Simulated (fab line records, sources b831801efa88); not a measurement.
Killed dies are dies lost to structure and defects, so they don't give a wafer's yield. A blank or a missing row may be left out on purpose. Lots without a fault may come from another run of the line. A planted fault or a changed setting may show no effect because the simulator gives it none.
A struck lot beside a sound one | flow sky130 | 14 steps out of a route of 708
Sound: wafers L822.1, L822.2, L822.6. Struck: wafers L828.2, L828.3, L828.5. The cause comes at the end.
At each step with rows: each side's tool, then ch and its chambers, then its first start. Under that, the readings that differ: sound wafers | struck wafers | difference of the means | sigmas: that difference in standard deviations of wafers without a fault.
alike: readings whose means differ by less than 2 such deviations, and words and numbers that are the same on both sides. not compared: withheld readings, readings that some wafer has no value for, bounds like >300 that may hide the same value, and numbers for which the record gives no deviation and whose values overlap.
The two part at a step that has a row with sigmas, a row that says differs or no value, or rows on one side only. Numbers that don't overlap but have no deviation are shown without sigmas and don't part them. A reading that every wafer of one side lacks parts them only if that side has two wafers or more.

first, 9 steps without rows for these wafers: SKY_CAP2M_CLEAN_17 (cleans in O3/DIW); SKY_METAL4_DEHYDRATE_05 (time 60 s); SKY_METAL4_HMDS_06 (prime time 60 s); SKY_METAL4_COAT_07 (resist thk 60 nm); SKY_METAL4_COAT_08 (resist thk 1140 nm); SKY_METAL4_SOFTBAKE_09 (time 90 s); SKY_METAL4_EXPOSE_10 (exposes mask MM4, target cd 300 nm); SKY_METAL4_PEB_11; SKY_METAL4_DEVELOP_12 (develop time 60 s).
SKY_METAL4_CD_MEAS_13: target cd 300 nm.
  sound on cd_sem-02, day 41 21:20; struck on cd_sem-01, day 43 21:42
  alike: cd_nm
SKY_METAL4_OVL_MEAS_14:
  sound on overlay-02, day 41 21:27; struck on overlay-02, day 43 21:49
  alike: METAL4_OVL
SKY_METAL4_DESCUM_15: chemistry O2, time 8 s.
  sound on rie_metal-04 ch 0,1, day 41 21:29; struck on rie_metal-03 ch 0,1, day 43 21:50
  alike: drypump_motor_current_A, oes_product_au, rf_fwd_power_W
  not compared: rf_hours_counter_h
SKY_METAL4_ETCH_16: etches BARC in N2/H2, stops on SiO2, time 88.2 s, target depth 60 nm.
  sound on rie_metal-04 ch 0,1, day 41 21:31; struck on rie_metal-03 ch 0,1, day 43 21:52
  reading    | sound             | struck            | difference | sigmas
  bias_w (W) | 100.1 100.4 100.2 | 106.2 105.8 105.9 | +5.7       | +16
  alike: drypump_motor_current_A, h2_flow_sccm, oes_product_au, rf_fwd_power_W, throttle_valve_pct
  not compared: rf_hours_counter_h, model.SiO2_of_CAP2M_CVD_00.thk_nm
SKY_METAL4_ETCH_17: etches SiO2 in C4F8/O2/Ar, stops on TiN, time 3.9 s, target depth 15 nm.
  sound on rie_diel-03 ch 1,2, day 41 21:37; struck on rie_diel-02 ch 0,1, day 43 21:58
  alike: bias_w, oes_product_au, rf_fwd_power_W
  not compared: rf_hours_counter_h

WHERE THEY PART
Only at SKY_METAL4_ETCH_16, within this record. Later steps at which nothing parts them and some readings are alike: SKY_METAL4_ETCH_17.

WHY: what the simulator had put in
Process parameter drift: rie_metal-03, from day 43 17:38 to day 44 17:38, at SKY_METAL4_ETCH_16. Setting bias_w, moved by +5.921, from 100. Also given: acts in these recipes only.
